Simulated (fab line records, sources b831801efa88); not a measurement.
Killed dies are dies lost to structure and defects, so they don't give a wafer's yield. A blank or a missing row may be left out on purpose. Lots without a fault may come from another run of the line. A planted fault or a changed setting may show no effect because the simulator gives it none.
Problem report in the 8D (eight disciplines) form, filled by code | flow sky130 | the parts of the form that need people (team, actions taken, sign-off) are left out

1. THE PROBLEM
developer_temp_C at SKY_DNWELL_DEVELOP_06 reads a mean of 24.01 C on 6 wafers of 2 lots; wafers without a fault read 23.00 C with a standard deviation of 0.12. That is +8.4 standard deviations from the usual mean.
The step: develop time 60 s.
First seen on wafer L414.1, day 6 20:00, on litho_track-02. The record holds 36 wafers of 12 lots with a number at this step. Rule for "out", or "out of limits": more than 4 standard deviations from the usual mean. The other wafers with a number count as sound.

2. WHAT IT IS AND WHAT IT IS NOT
question                    | is                     | is not
which readings at this step | developer_temp_C       | resist_line_temp_C
which lots                  | L414, L415             | L400, L401, L402, L403, L404, L405, L406, L407, L408, L417
which wafers of those lots  | all that have a number | -
read on which tools         | litho_track-02         | litho_track-01, litho_track-04
when                        | from day 6 20:00       | up to then (27 sound wafers); but 3 sound wafers of L417 came after

3. SUSPECTS, AND WHAT RULES EACH OUT
Counting: a tool at a process step up to the reading stays a suspect if it ran every lot that is out and no sound lot after the first of them.
- litho_track-02 at SKY_DNWELL_DEVELOP_06 (develop time 60 s): kept. It ran every lot that is out, first L414 (day 6 20:00), and no sound lot after that; its last sound lot up to then is L404 (day 4 19:00). Its own readings are out on those wafers: developer_temp_C.
Left after counting: litho_track-02 at SKY_DNWELL_DEVELOP_06.

4. THE CAUSE (what the simulator had put in)
Process parameter drift: litho_track-02, from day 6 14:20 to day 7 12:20, at SKY_DNWELL_DEVELOP_06. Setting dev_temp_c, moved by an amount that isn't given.
Counting left only this tool.

5. THE CHAIN OF EFFECTS, in route order
Each row: a reading whose mean over the struck wafers that have a number lies more than 3 standard deviations from the usual. Only readings for which the record gives a usual standard deviation are gone through. hours: the time from each lot's start at the first step in this table that gives one to its start at this step, as a median over the lots. sigmas: the change in usual standard deviations.
hours | step                  | reading          | usual   | on struck wafers | change | sigmas
0     | SKY_DNWELL_DEVELOP_06 | developer_temp_C | 23.00 C | 24.01            | +1.01  | +8.4
The process steps in it:
- SKY_DNWELL_DEVELOP_06: develop time 60 s.
Later measuring or inspecting steps at which every struck wafer that the step has a row for has a number for every such reading, and none has moved that far: SKY_VIA1_CD_MEAS_12.

6. WHAT WOULD HAVE CAUGHT IT SOONER
In this record the first reading out of limits was taken at day 6 20:00, 6 hours after the fault began at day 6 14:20.
